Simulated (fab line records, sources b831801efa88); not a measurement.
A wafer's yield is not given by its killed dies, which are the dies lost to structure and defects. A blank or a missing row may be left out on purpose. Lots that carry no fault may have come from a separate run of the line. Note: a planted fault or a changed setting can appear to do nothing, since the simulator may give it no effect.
What tool caused it?	flow gf180mcu	Sampling: 7 lots, 21 wafers, 3 of 602 route steps

## WHAT THE GAUGES SHOWED, per wafer
GF_M4_CD_MEAS_14 targets a cd of 280 nm.
lot	measured	on	cd-nm (nm)
L407	day 24 00:45	cd-sem-02	279.7 279.9 279.8
L409	day 24 22:02	cd-sem-02	281.1 281.5 279.7
L412	day 25 14:11	cd-sem-01	281.4 281.0 281.0
L414	day 26 05:19	cd-sem-02	283.6 283.0 284.9
L423	day 28 22:49	cd-sem-02	281.3 279.7 281.1
L426	day 29 21:46	cd-sem-02	217.1 148.7 148.0
L429	day 30 12:23	cd-sem-01	281.6 282.8 280.5

## TOOL THAT RAN EACH LOT (tool first, then ch and the chambers of the sampled wafers, then the start)
lot	GF_V3_SPUTTER_21	GF_M4_EXPOSE_11
L407	pvd-sputter-01, day 23 01:20	krf-scanner-01 ch 0, day 23 13:31
L409	pvd-sputter-01, day 23 23:53	krf-scanner-02 ch 0, day 24 11:47
L412	pvd-sputter-01, day 24 15:50	krf-scanner-02 ch 0, day 25 03:58
L414	pvd-sputter-01, day 25 07:23	krf-scanner-02 ch 0, day 25 18:53
L423	pvd-sputter-02, day 28 02:35	krf-scanner-01 ch 0, day 28 13:34
L426	pvd-sputter-03, day 29 01:32	krf-scanner-02 ch 0, day 29 12:24
L429	pvd-sputter-02, day 29 16:59	krf-scanner-01 ch 0, day 30 03:34
- GF_V3_SPUTTER_21: material Ti, target thk 15 nm, time 80.02 s.
- GF_M4_EXPOSE_11: exposes mask Metal4, target cd 280 nm.

## THE ANSWER, worked out from the rows above alone
Rule: the usual values come from the lots themselves. The widest of any qualifying gaps counts: lots, ordered by their means at a reading, are off when they make up no more than a third of the lots, leave a main group of 4 or more, and stand apart from it by 3 or more times the standard deviation of that group's means. A main group whose means are all the same, to the digits that the tables above print for the reading, isn't used. A lot without any number at a reading at which 4 lots or more have one is off too. Where the step has rows for the other lots, those lots are counted as sound.
Off: L426 (GF_M4_CD_MEAS_14, cd-nm). For the main group the mean is 281.3 nm and the standard deviation 1.3.
A tool fits if, at a process step before that reading, it ran every lot that is off, and no sound lot after the first of them. Gauges at GF_M4_CD_MEAS_14: tried the same way as those tools. Can't be told from this: 3 tools fit, pvd-sputter-03 at GF_V3_SPUTTER_21, krf-scanner-02 at GF_M4_EXPOSE_11, cd-sem-02 at GF_M4_CD_MEAS_14.

## WHAT THE SIMULATOR HAD PUT IN
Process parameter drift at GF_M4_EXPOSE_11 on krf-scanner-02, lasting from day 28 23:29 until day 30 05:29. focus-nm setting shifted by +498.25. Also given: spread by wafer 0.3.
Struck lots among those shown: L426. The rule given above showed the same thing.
